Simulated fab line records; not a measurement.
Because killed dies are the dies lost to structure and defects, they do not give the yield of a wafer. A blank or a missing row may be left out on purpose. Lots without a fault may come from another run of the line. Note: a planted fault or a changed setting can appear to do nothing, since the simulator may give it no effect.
A struck lot beside a sound one -- flow sky130 -- 19 out of 708 route steps
Sound: these wafers, L336.1, L336.2, L336.5. Wafers struck: L339.3, L339.5, L339.6. Last of all comes the cause.
Per side, at each step with rows, come the tool, then ch with its chambers, and then its first start. Under that, the readings that differ: sound wafers -- struck wafers -- difference of the means -- sigmas: that difference in standard deviations of wafers without a fault.
alike: words and numbers the same on both sides, and readings whose means are apart by under 2 such deviations; not compared: readings that were withheld, readings missing a value for some wafer, numbers with overlapping values and no deviation given by the record, and bounds like >300 which may hide the same value.
The two part at a step that has a row with sigmas, a row that says differs or no value, or rows on one side only. When numbers do not overlap yet have no deviation, they are printed without sigmas and do not part them. Lack of a reading on every wafer of one side parts them only where that side has two or more wafers.

first, 6 steps without rows for these wafers: SKY_RES_XHIGH_COAT_02 (resist thk 1140 nm); SKY_RES_XHIGH_SOFTBAKE_03 (time 60 s); SKY_RES_XHIGH_EXPOSE_04 (exposes mask URPM, target cd 1270 nm); SKY_RES_XHIGH_PEB_05; SKY_RES_XHIGH_DEVELOP_06 (develop time 60 s); SKY_RES_XHIGH_IMPLANT_07.
SKY_RES_XHIGH_STRIP_08: strips in O2/N2.
  sound on plasma asher-02 ch 0,1, day 30 21:53; struck on plasma asher-02 ch 0,1, day 32 03:18
reading,sound,struck,difference,sigmas
strip time to endpoint s (s),14.21 14.18 14.19,14.23 14.30 14.30,+0.08,+2
  alike: drypump motor current A, oes product au
  not compared: rf hours counter h
SKY_RES_XHIGH_TW_MEAS_09:
  sound on film metro-02, day 30 21:59; struck on film metro-04, day 32 03:23
  alike: RES_XHIGH_TW
then, 4 steps without rows for these wafers: SKY_SD_N_DEHYDRATE_00 (time 60 s); SKY_SD_N_HMDS_01 (prime time 60 s); SKY_SD_N_COAT_02 (resist thk 1140 nm); SKY_SD_N_SOFTBAKE_03 (time 60 s).
SKY_SD_N_EXPOSE_04: exposes mask NSDM, target cd 380 nm.
  sound on iline stepper-02 ch 0, day 31 11:38; struck on iline stepper-02 ch 0, day 32 17:19
reading,sound,struck,difference,sigmas
model.SD_N.overlay x nm (nm),0.1242 0.1242 0.1242,184.3 184.3 184.3,+184.2,
  alike: mask, focus offset nm
then, 2 steps without rows for these wafers: SKY_SD_N_PEB_05; SKY_SD_N_DEVELOP_06 (develop time 60 s).
SKY_SD_N_CD_MEAS_07: the cd target is 380 nm.
  sound on cd sem-02, day 32 01:21; struck on cd sem-02, day 33 06:34
  alike: cd nm
SKY_SD_N_OVL_MEAS_08:
  sound on overlay-02, day 32 01:28; struck on overlay-02, day 33 06:40
reading,sound,struck,difference,sigmas
SD_N_OVL (nm),2.2 0.3 2.1,184.7 184.5 184.6,+183.1,+99 or more
then, 1 step without rows for these wafers: SKY_SD_N_IMPLANT_09.
-- here the record skips 17 days between the struck wafers' starts before and after, leaving off in module SD_N and picking up in module PAD_OPEN (first step shown: number 708 of the route) --
SKY_PAD_OPEN_PROBE_99:
  sound on prober-01, day 49 02:10; struck on prober-01, day 49 19:16
reading,sound,struck,difference,sigmas
killed at front end,23 12 11,335 360 341,+330,+75
killed dies,102 79 65,417 428 413,+337,+34
killed on rim,19 18 11,83 89 84,+69,+19
  alike: killed_at_M0_to_M3, killed_at_M4_up, killed at contacts, killed at other, killed open, killed short

## WHERE THEY PART
First at SKY_RES_XHIGH_STRIP_08; last, within this record, at SKY_PAD_OPEN_PROBE_99.

WHY: what the simulator had put in
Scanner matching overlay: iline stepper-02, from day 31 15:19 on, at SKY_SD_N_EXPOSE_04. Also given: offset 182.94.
